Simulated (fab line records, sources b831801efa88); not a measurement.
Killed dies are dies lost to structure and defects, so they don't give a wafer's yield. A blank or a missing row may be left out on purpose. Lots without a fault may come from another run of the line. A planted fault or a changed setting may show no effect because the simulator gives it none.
fab line records | flow sfq_line
record lots=6 wafers=18 last_day=91
route steps=325 shown I0@47 M1@58 I1@73 M2@88 M8@325
lots that met no fault: from a run of the same line without faults
start_h: hours from the record's first day to the start of the lot's first wafer shown | wait_h: hours since the lot's step before | " the same as in the row above | L1.1+2: a row that stands for several wafers | - no value, or no start given | * or withheld: withheld | < > ~ a bound
route shown NAME@n: a module of which the file shows steps, and the number in the route of the first | usual: mean/standard deviation of fault-free wafers | same: alike in all rows | chamber/n: place in a boat | sites: the reading at each site | _std_site: their standard deviation | _edge_site: outer sites' mean less inner sites' | radius_mm: how far each site lies from the wafer's centre | mask NAME#n: copy n | behind: the tool/chamber that last shaped the wafer | hold: why the lot was held/for how many hours/how that ended | device: the transistor (n, p or np) that didn't switch | end of line: the same wafers' tests at the end of the route | a step without rows: its recipe alone | killed: dies lost to structure and defects at the first sort, not the wafer's yield | map: a wafer's dies, x killed, . not, _ none there
set.NAME: the setting as run; set.NAME@STEP: as run at that earlier step | model.NAME: the simulator's own value behind a step, which no gauge read
lots at some steps of the route; a table a step, a row a wafer
services: from which hour (start_h, from the record's first day; less than 0 if before it) a tool's chamber was out of use, for how many hours, and why
## steps
# step SFQ_TRILAYER_I0_VIA_LITHO_COAT_036
# recipe resist=BARC spin_rpm=3000 resist_thk_nm=62
# step SFQ_TRILAYER_I0_VIA_LITHO_COAT_031
# recipe resist=KrF spin_rpm=3000 resist_thk_nm=650
# step SFQ_TRILAYER_I0_VIA_LITHO_SOFTBAKE_035
# recipe temp_c=withheld time_s=withheld resist=KrF
# step SFQ_TRILAYER_I0_VIA_LITHO_EXPOSE_032
# recipe mask_id=I0 na=0.6 source_shape=conventional sigma_outer=0.65 target_cd_nm=500 dose_mj=21.5
# step SFQ_TRILAYER_I0_VIA_LITHO_PEB_034
# recipe peb_temp_c=115 peb_time_s=60 resist=KrF
# step SFQ_TRILAYER_I0_VIA_LITHO_DEVELOP_033
# recipe time_s=60 resist=KrF
# step SFQ_I0_OVL_MEAS_908
# usual I0_OVL=1/5.7
# columns lot.wafer tool chamber start_h wait_h I0_OVL[nm]
L557.2 overlay-01 - 479.78 0.1 3
L557.3 " - " " 5
L557.5 " - " " 0
L559.1 overlay-01 - 488.17 0.1 4
L559.3 " - " " 0
L559.5 " - " " 2
L561.3 overlay-02 - 494.19 0.1 0
L561.4 " - " " -2
L561.5 " - " " 3
L570.2 overlay-02 - 595.73 0.1 -1
L570.3 " - " " -4
L570.5 " - " " -8
L573.1 overlay-02 - 617.38 0.1 -2
L573.3 " - " " -7
L573.5 " - " " -10
L575.2 overlay-01 - 651.11 0.1 0
L575.3 " - " " 0
L575.4 " - " " -2
# step SFQ_TRILAYER_I0_VIA_BARC_OPEN_VIA_ETCH_046
# recipe mask_material=PR chemistry=O2 target_depth_nm=125 target=BARC source_w=500 bias_w=80 pressure_mtorr=30 time_s=41.7
# usual chamber_pressure_mTorr=30.01/0.044 drypump_motor_current_A=5.7/0.58 oes_product_au=0.685/0.0049
# columns lot.wafer tool chamber start_h wait_h chamber_pressure_mTorr drypump_motor_current_A oes_product_au rf_hours_counter_h
L557.2 rie_diel-02 1 479.81 0.0 29.95 6.0 0.689 55
L557.3 " 0 " " 29.99 5.9 0.692 66
L557.5 " 2 " " 30.01 4.7 0.686 -
L559.1 rie_diel-01 3 488.21 0.0 29.99 6.2 0.690 1
L559.3 " 1 " " 30.00 6.0 0.688 31
L559.5 " 0 " " 30.04 6.0 0.684 -
L561.3 rie_diel-02 1 494.23 0.0 30.02 6.0 0.682 -
L561.4 " 2 " " 30.05 4.7 0.686 -
L561.5 " 1 " " 30.03 6.1 0.679 -
L570.2 rie_diel-01 3 595.76 0.0 30.00 6.2 0.676 3
L570.3 " 1 " " 29.98 6.1 0.679 33
L570.5 " 2 " " 29.99 6.5 0.677 -
L573.1 rie_diel-02 0 617.42 0.0 29.98 5.9 0.681 68
L573.3 " 2 " " 29.99 4.7 0.679 48
L573.5 " 2 " " 29.97 4.7 0.683 -
L575.2 rie_diel-02 1 651.14 0.0 30.03 6.1 0.689 58
L575.3 " 0 " " 29.99 5.9 0.686 69
L575.4 " 3 " " 30.02 6.2 0.682 7
# step SFQ_TRILAYER_I0_VIA_ETCH_VIA_ETCH_034
# recipe target=SiO2 stop_on=Nb mask_material=PR taper_deg=20 chemistry=CHF3 target_depth_nm=260 source_w=500 bias_w=80 pressure_mtorr=30 time_s=withheld
# usual chamber_pressure_mTorr=29.998/0.028 drypump_motor_current_A=5.7/0.58 oes_product_au=0.855/0.005
# columns lot.wafer tool chamber start_h wait_h chamber_pressure_mTorr drypump_motor_current_A oes_product_au
L557.2 rie_diel-02 1 479.85 0.0 29.985 6.0 0.850
L557.3 " 0 " " 29.988 6.0 0.850
L557.5 " 2 " " 29.964 4.7 0.854
L559.1 rie_diel-01 3 488.25 0.0 29.974 6.2 0.854
L559.3 " 1 " " 30.005 6.0 0.866
L559.5 " 0 " " 29.973 6.0 0.857
L561.3 rie_diel-02 1 494.33 0.1 30.023 6.0 0.859
L561.4 " 2 " " 30.016 4.7 0.846
L561.5 " 1 " " 29.943 6.0 0.849
L570.2 rie_diel-01 3 595.80 0.0 30.030 6.2 0.858
L570.3 " 1 " " 30.016 6.0 0.860
L570.5 " 2 " " 29.995 6.4 0.859
L573.1 rie_diel-02 0 617.46 0.0 29.984 5.9 0.851
L573.3 " 2 " " 29.949 4.7 0.853
L573.5 " 2 " " 29.982 4.6 0.849
L575.2 rie_diel-02 1 651.18 0.0 30.003 6.0 0.860
L575.3 " 0 " " 30.061 5.9 0.855
L575.4 " 3 " " 29.954 6.2 0.854
# step SFQ_TRILAYER_I0_VIA_STRIP_STRIP_035
# recipe gas=O2 power_w=200 platen_temp_c=40 overash_fraction=0.65 chemistry=O2 pressure_mtorr=50
# step SFQ_TRILAYER_I0_VIA_STRIP_SOLV_CLEAN_036
# recipe chemistry=NMP temp_c=70 time_s=600
# step SFQ_TRILAYER_M1_DEP_PRE_CLEAN_038
# recipe gas=Ar time_s=22.5 bias_v=250
# step SFQ_TRILAYER_M1_DEP_SPUTTER_037
# recipe material=Nb base_pressure_pa=1.33e-06 chamber_pressure_pa=0.1333 substrate_temp_c=20 resputter_cathode_voltage_v=400 target_thk_nm=200 power_w=2000 time_s=133.3
# usual cathode_dc_power_W=2000.0/0.33 resputter_cathode_voltage_v=400/4.1 throttle_valve_pct=30.3/1.1
# columns lot.wafer tool chamber start_h wait_h cathode_dc_power_W resputter_cathode_voltage_v throttle_valve_pct model.Nb_of_TRILAYER_M1_DEP_SPUTTER_037.thk_nm
L557.2 pvd_sputter-04 - 480.77 0.0 1999.5 396 27.8 200.7
L557.3 " - " " 2000.0 397 29.4 196
L557.5 " - " " 2000.0 398 29.3 197.6
L559.1 pvd_sputter-04 - 489.17 0.0 2000.8 397 30.9 201.4
L559.3 " - " " 1999.8 403 27.9 199
L559.5 " - " " 1999.9 399 30.6 200.1
L561.3 pvd_sputter-06 - 495.45 0.0 2000.1 402 29.8 199.9
L561.4 " - " " 1999.6 401 30.7 203.5
L561.5 " - " " 2000.1 404 31.1 197.2
L570.2 pvd_sputter-04 - 596.72 0.0 2071.3 407 27.9 206.7
L570.3 " - " " 2071.6 395 29.6 203.3
L570.5 " - " " 2071.8 402 30.7 207.1
L573.1 pvd_sputter-04 - 618.58 0.0 2071.9 396 31.2 207.8
L573.3 " - " " 2071.9 402 29.3 206.2
L573.5 " - " " 2071.7 393 30.7 207.9
L575.2 pvd_sputter-05 - 652.10 0.0 2000.1 409 31.1 195.3
L575.3 " - " " 1999.8 403 29.7 194.3
L575.4 " - " " 1999.9 394 31.8 195.9
# step SFQ_M1_RS_MEAS_909
# recipe thk_meas_gauge=four-point-probe reads=Nb_of_TRILAYER_M1_DEP_SPUTTER_037
# usual M1_NB_RS=0.890/0.012
# columns lot.wafer tool chamber start_h wait_h M1_NB_RS[ohm/sq]
L557.2 film_metro-03 - 480.88 0.1 0.887
L557.3 " - " " 0.905
L557.5 " - " " 0.901
L559.1 film_metro-02 - 489.26 0.0 0.883
L559.3 " - " " 0.893
L559.5 " - " " 0.888
L561.3 film_metro-01 - 495.58 0.1 0.888
L561.4 " - " " 0.874
L561.5 " - " " 0.901
L570.2 film_metro-02 - 596.83 0.1 0.860
L570.3 " - " " 0.875
L570.5 " - " " 0.858
L573.1 film_metro-03 - 618.67 0.0 0.855
L573.3 " - " " 0.861
L573.5 " - " " 0.856
L575.2 film_metro-01 - 652.21 0.1 0.912
L575.3 " - " " 0.917
L575.4 " - " " 0.908
# step SFQ_TRILAYER_M1_LITHO_COAT_044
# recipe resist=BARC spin_rpm=3000 resist_thk_nm=62
# step SFQ_TRILAYER_M1_LITHO_COAT_039
# recipe resist=KrF spin_rpm=3000 resist_thk_nm=600
# step SFQ_TRILAYER_M1_LITHO_SOFTBAKE_043
# recipe temp_c=withheld time_s=withheld resist=KrF
# step SFQ_TRILAYER_M1_LITHO_EXPOSE_040
# recipe mask_id=M1 na=0.6 source_shape=conventional sigma_outer=0.65 target_cd_nm=500 dose_mj=14.4
# step SFQ_TRILAYER_M1_LITHO_PEB_042
# recipe peb_temp_c=115 peb_time_s=60 resist=KrF
# step SFQ_TRILAYER_M1_LITHO_DEVELOP_041
# recipe time_s=60 resist=KrF
# step SFQ_M1_OVL_MEAS_911
# usual M1_OVL=-3/6.7
# columns lot.wafer tool chamber start_h wait_h M1_OVL[nm]
L557.2 overlay-01 - 624.71 0.1 -7
L557.3 " - " " -6
L557.5 " - " " -5
L559.1 overlay-02 - 635.51 0.1 -13
L559.3 " - " " -13
L559.5 " - " " -7
L561.3 overlay-02 - 640.32 0.1 -4
L561.4 " - " " 5
L561.5 " - " " 0
L570.2 overlay-01 - 737.67 0.1 -10
L570.3 " - " " -12
L570.5 " - " " -12
L573.1 overlay-02 - 760.46 0.1 -4
L573.3 " - " " -1
L573.5 " - " " -1
L575.2 overlay-01 - 787.98 0.1 0
L575.3 " - " " -3
L575.4 " - " " -3
# step SFQ_TRILAYER_M1_BARC_OPEN_METAL_ETCH_054
# recipe mask_material=PR chemistry=O2 target_depth_nm=125 target=BARC icp_w=600 bias_w=80 pressure_mtorr=10 time_s=41.7
# step SFQ_TRILAYER_M1_ETCH_METAL_ETCH_042
# recipe target=Nb stop_on=SiO2 mask_material=PR chemistry=Cl2/Ar target_depth_nm=240 icp_w=616.5 bias_w=80 pressure_mtorr=10 time_s=120
# usual chamber_pressure_mTorr=10.001/0.0097 drypump_motor_current_A=6.0/0.49 oes_product_au=0.894/0.0085
# columns lot.wafer tool chamber start_h wait_h chamber_pressure_mTorr drypump_motor_current_A oes_product_au rf_hours_counter_h model.M1.feature_depth_nm model.etch.depth_nm
L557.2 rie_metal-02 1 624.80 0.0 9.989 5.1 0.891 52 201.3 200.7
L557.3 " 1 " " 9.992 5.1 0.884 - 196.6 196
L557.5 " 0 " " 9.990 6.3 0.876 - 198.1 197.6
L559.1 rie_metal-01 1 635.62 0.1 10.012 6.6 0.897 69 202 201.4
L559.3 " 0 " " 9.996 5.5 0.895 - 199.6 199
L559.5 " 0 " " 10.004 5.5 0.893 - 200.7 200.1
L561.3 rie_metal-02 0 640.45 0.1 10.019 6.3 0.898 - 200.5 199.9
L561.4 " 1 " " 10.016 5.1 0.909 - 204 203.5
L561.5 " 0 " " 10.005 6.3 0.889 - 197.8 197.2
L570.2 rie_metal-04 1 737.75 0.0 9.984 6.2 0.907 43 207.3 206.7
L570.3 " 1 " " 10.003 6.2 0.895 - 203.9 203.3
L570.5 " 1 " " 9.990 6.2 0.917 - 207.7 207.1
L573.1 rie_metal-04 1 760.55 0.0 10.005 6.2 0.914 46 208.4 207.8
L573.3 " 1 " " 10.012 6.2 0.906 - 206.8 206.2
L573.5 " 1 " " 9.984 6.2 0.921 - 208.4 207.9
L575.2 rie_metal-01 0 788.07 0.0 10.012 5.5 0.876 43 195.8 195.3
L575.3 " 1 " " 10.000 6.5 0.873 - 194.8 194.3
L575.4 " 0 " " 10.003 5.5 0.887 - 196.5 195.9
# step SFQ_TRILAYER_M1_STRIP_STRIP_043
# recipe gas=O2 power_w=200 platen_temp_c=40 overash_fraction=0.65 chemistry=O2 pressure_mtorr=50
# usual chamber_pressure_mTorr=50.01/0.046 drypump_motor_current_A=6.0/0.49 oes_product_au=1.006/0.0098
# columns lot.wafer tool chamber start_h wait_h chamber_pressure_mTorr drypump_motor_current_A oes_product_au rf_hours_counter_h
L557.2 rie_metal-02 1 624.93 0.1 50.05 5.1 1.005 53
L557.3 " 1 " " 49.99 5.1 1.016 -
L557.5 " 0 " " 50.06 6.3 0.998 -
L559.1 rie_metal-01 1 635.79 0.1 49.98 6.6 0.986 70
L559.3 " 0 " " 50.00 5.5 0.998 -
L559.5 " 0 " " 50.04 5.5 0.986 -
L561.3 rie_metal-02 0 640.73 0.2 49.97 6.3 0.994 -
L561.4 " 1 " " 50.02 5.1 1.014 -
L561.5 " 0 " " 50.00 6.3 0.990 -
L570.2 rie_metal-04 1 737.88 0.1 50.09 6.2 1.015 43
L570.3 " 1 " " 49.98 6.2 1.019 -
L570.5 " 1 " " 49.99 6.2 1.010 -
L573.1 rie_metal-04 1 760.68 0.1 50.02 6.2 1.017 46
L573.3 " 1 " " 50.03 6.2 1.014 -
L573.5 " 1 " " 50.01 6.2 1.022 -
L575.2 rie_metal-01 0 788.20 0.1 49.90 5.5 1.005 43
L575.3 " 1 " " 50.04 6.6 0.999 -
L575.4 " 0 " " 49.99 5.5 1.002 -
# step SFQ_TRILAYER_M1_STRIP_SOLV_CLEAN_044
# recipe chemistry=NMP temp_c=70 time_s=600
# step SFQ_TRILAYER_I1_DEP_PECVD_045
# recipe material=SiO2 temp_c=150 time_s=111.11 pressure_torr=2.4 rf_w=183.3 precursor=SiH4/N2O target_thk_nm=500
# usual heater_power_w=82/9.8 throttle_valve_pct=24.3/1.2
# columns lot.wafer tool chamber start_h wait_h heater_power_w throttle_valve_pct
L557.2 pecvd-01 2 625.70 0.0 85 26.0
L557.3 " 2 " " 89 26.1
L557.5 " 0 " " 90 26.7
L559.1 pecvd-03 0 636.77 0.0 89 24.4
L559.3 " 2 " " 86 23.1
L559.5 " 1 " " 84 25.4
L561.3 pecvd-04 0 641.30 0.0 67 23.6
L561.4 " 1 " " 78 23.1
L561.5 " 2 " " 77 23.0
L570.2 pecvd-03 0 738.67 0.0 80 24.6
L570.3 " 2 " " 87 23.1
L570.5 " 0 " " 83 25.0
L573.1 pecvd-01 0 761.47 0.0 96 26.7
L573.3 " 2 " " 74 26.0
L573.5 " 1 " " 90 24.8
L575.2 pecvd-04 0 788.97 0.0 64 24.3
L575.3 " 0 " " 66 24.4
L575.4 " 1 " " 83 24.0
# step SFQ_TRILAYER_I1_CMP_CMP_046
# recipe material=SiO2 down_force_psi=3 platen_rpm=60 pad_velocity_m_s=0.94248
# step SFQ_I1_BOW_MEAS_912
# recipe mode=bow
# usual I1_BOW=2/7
# columns lot.wafer tool chamber start_h wait_h I1_BOW[um]
L557.2 film_metro-03 - 635.74 1.0 -3
L557.3 " - " " 9
L557.5 " - " " -1
L559.1 film_metro-02 - 647.55 1.0 3
L559.3 " - " " 4
L559.5 " - " " 2
L561.3 film_metro-02 - 650.76 1.0 6
L561.4 " - " " 2
L561.5 " - " " 17
L570.2 film_metro-02 - 746.83 2.5 5
L570.3 " - " " 12
L570.5 " - " " -5
L573.1 film_metro-04 - 771.52 2.5 0
L573.3 " - " " 6
L573.5 " - " " 3
L575.2 film_metro-04 - 798.54 1.0 2
L575.3 " - " " -1
L575.4 " - " " 4
# step SFQ_TRILAYER_I1_METRO_MEASURE_047
# step SFQ_TRILAYER_I1_VIA_LITHO_COAT_054
# recipe resist=BARC spin_rpm=3000 resist_thk_nm=62
# step SFQ_TRILAYER_I1_VIA_LITHO_COAT_049
# recipe resist=KrF spin_rpm=3000 resist_thk_nm=650
# step SFQ_TRILAYER_I1_VIA_LITHO_SOFTBAKE_053
# recipe temp_c=withheld time_s=withheld resist=KrF
# step SFQ_TRILAYER_I1_VIA_LITHO_EXPOSE_050
# recipe mask_id=I1 na=0.6 source_shape=conventional sigma_outer=0.65 target_cd_nm=500 dose_mj=21.3
# step SFQ_TRILAYER_I1_VIA_LITHO_PEB_052
# recipe peb_temp_c=115 peb_time_s=60 resist=KrF
# step SFQ_TRILAYER_I1_VIA_LITHO_DEVELOP_051
# recipe time_s=60 resist=KrF
# step SFQ_I1_OVL_MEAS_913
# usual I1_OVL=0/5.7
# columns lot.wafer tool chamber start_h wait_h I1_OVL[nm]
L557.2 overlay-01 - 641.17 0.1 10
L557.3 " - " " 2
L557.5 " - " " 6
L559.1 overlay-02 - 653.46 0.1 0
L559.3 " - " " -5
L559.5 " - " " 6
L561.3 overlay-02 - 657.07 0.1 3
L561.4 " - " " 0
L561.5 " - " " 2
L570.2 overlay-02 - 750.38 0.1 -3
L570.3 " - " " -2
L570.5 " - " " -3
L573.1 overlay-01 - 775.09 0.1 1
L573.3 " - " " -2
L573.5 " - " " 0
L575.2 overlay-02 - 807.61 0.1 -4
L575.3 " - " " 0
L575.4 " - " " 0
# step SFQ_TRILAYER_I1_VIA_BARC_OPEN_VIA_ETCH_071
# recipe mask_material=PR chemistry=O2 target_depth_nm=125 target=BARC source_w=500 bias_w=80 pressure_mtorr=30 time_s=41.7
# step SFQ_TRILAYER_I1_VIA_ETCH_VIA_ETCH_052
# recipe target=SiO2 stop_on=Nb mask_material=PR taper_deg=20 chemistry=CHF3 target_depth_nm=260 source_w=500 bias_w=80 pressure_mtorr=30 time_s=withheld
# usual chamber_pressure_mTorr=30.000/0.028 drypump_motor_current_A=5.7/0.6 oes_product_au=0.855/0.0048
# columns lot.wafer tool chamber start_h wait_h chamber_pressure_mTorr drypump_motor_current_A oes_product_au
L557.2 rie_diel-03 2 641.23 0.0 29.988 5.7 0.856
L557.3 " 3 " " 29.964 5.8 0.855
L557.5 " 3 " " 29.979 5.8 0.860
L559.1 rie_diel-04 0 653.54 0.0 30.037 5.8 0.859
L559.3 " 2 " " 29.973 6.5 0.848
L559.5 " 2 " " 29.957 6.5 0.843
L561.3 rie_diel-03 1 657.14 0.0 30.030 4.9 0.855
L561.4 " 0 " " 30.000 5.8 0.858
L561.5 " 2 " " 30.027 5.6 0.852
L570.2 rie_diel-04 0 750.45 0.0 30.027 5.7 0.857
L570.3 " 3 " " 29.945 6.1 0.852
L570.5 " 2 " " 29.976 6.5 0.851
L573.1 rie_diel-04 1 775.16 0.0 29.949 4.7 0.848
L573.3 " 3 " " 30.014 6.1 0.853
L573.5 " 2 " " 30.020 6.5 0.851
L575.2 rie_diel-04 0 807.68 0.0 29.950 5.7 0.853
L575.3 " 2 " " 30.001 6.6 0.859
L575.4 " 3 " " 30.023 6.1 0.866
# step SFQ_TRILAYER_I1_VIA_STRIP_STRIP_053
# recipe gas=O2 power_w=200 platen_temp_c=40 overash_fraction=0.65 chemistry=O2 pressure_mtorr=50
# step SFQ_TRILAYER_I1_VIA_STRIP_SOLV_CLEAN_054
# recipe chemistry=NMP temp_c=70 time_s=600
# step SFQ_TRILAYER_M2_DEP_PRE_CLEAN_056
# recipe gas=Ar time_s=22.5 bias_v=250
# step SFQ_M8_BOW_MEAS_951
# recipe mode=bow
# usual M8_BOW=6/11
# columns lot.wafer tool chamber start_h wait_h M8_BOW[um] model.etest.m1.ohm_um model.etest.i0.link_ohm model.etest.i1.link_ohm model.etest.m1.ohm_sq
L557.2 film_metro-02 - 1940.33 0.0 -5 1.77 1.969 1.971 0.8857
L557.3 " - " " 8 1.814 1.986 1.986 0.9068
L557.5 " - " " -2 1.808 1.986 1.976 0.8996
L559.1 film_metro-02 - 1947.23 0.0 -8 1.771 1.958 1.972 0.8826
L559.3 " - " " -7 1.798 1.968 1.988 0.8931
L559.5 " - " " -8 1.785 1.96 1.968 0.8882
L561.3 film_metro-02 - 1959.34 0.0 4 1.786 1.975 1.97 0.8892
L561.4 " - " " 1 1.744 1.961 1.964 0.8736
L561.5 " - " " 14 1.804 1.994 1.978 0.9014
L570.2 film_metro-04 - 2088.19 0.0 19 1.719 1.925 1.93 0.8598
L570.3 " - " " 27 1.747 1.94 1.937 0.8743
L570.5 " - " " 10 1.714 1.923 1.92 0.8584
L573.1 film_metro-04 - 2176.93 0.0 2 1.71 1.926 1.933 0.8553
L573.3 " - " " 9 1.724 1.94 1.923 0.862
L573.5 " - " " 5 1.716 1.925 1.928 0.8552
L575.2 film_metro-01 - 2184.17 0.0 17 1.82 1.999 2.014 0.9104
L575.3 " - " " 14 1.831 2.003 2.011 0.915
L575.4 " - " " 19 1.813 1.992 1.998 0.9072
## services
# columns tool chamber start_h hours kind
rie_diel-02 3 474.47 21.5 repair
rie_metal-02 - 474.70 2.8 pm
rie_diel-02 2 483.02 10.2 repair
rie_diel-04 1 484.00 5.6 repair
rie_diel-02 0 493.17 5.6 repair
rie_diel-02 1 565.58 8.2 repair
rie_diel-04 3 567.75 8.8 repair
rie_diel-04 1 567.86 2.7 repair
rie_metal-04 - 599.17 0.8 repair
rie_metal-04 - 602.17 0.3 repair
rie_diel-01 0 616.94 27.3 repair
rie_diel-01 3 617.43 5.1 repair
rie_diel-04 3 618.32 2.1 repair
rie_diel-01 1 618.76 13.5 repair
rie_diel-02 1 619.74 2.7 repair
rie_diel-01 2 625.58 4.7 repair
rie_diel-02 2 640.45 3.3 repair
rie_metal-02 - 641.13 10.0 pm
rie_diel-04 1 641.79 9.4 repair
rie_metal-04 0 667.27 3.8 repair
rie_metal-04 - 673.15 1.4 pm
rie_diel-02 - 771.90 1.0 repair
rie_diel-02 1 801.67 6.1 repair
rie_diel-02 3 804.55 1.4 repair
## key
first_sign step=SFQ_TRILAYER_M1_DEP_SPUTTER_037 reading=cathode_dc_power_W direction=up sigmas=99+ usual=2000.0 struck=2071.7
effect step=SFQ_M1_RS_MEAS_909 reading=M1_NB_RS direction=down sigmas=2.4 usual=0.890 struck=0.861
model_effect step=SFQ_TRILAYER_M1_DEP_SPUTTER_037 value=Nb_of_TRILAYER_M1_DEP_SPUTTER_037.thk_nm without=199.3 struck=206.5
model_effect step=SFQ_TRILAYER_M1_ETCH_METAL_ETCH_042 value=M1.feature_depth_nm without=199.9 struck=207.1
model_effect step=SFQ_M8_BOW_MEAS_951 value=etest.m1.ohm_um without=1.784 struck=1.722
met_at SFQ_TRILAYER_M1_DEP_SPUTTER_037
struck_wafers L570.2,L570.3,L570.5,L573.1,L573.3,L573.5
onset_between 489.17 596.72
fault kind=process_parameter_drift tool=pvd_sputter-04 chamber=- onset_h=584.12 steps=SFQ_TRILAYER_M1_DEP_SPUTTER_037 channel=power_w offset=71.661 shape=step end_h=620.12 acts_in=these_recipes_only stated=2000
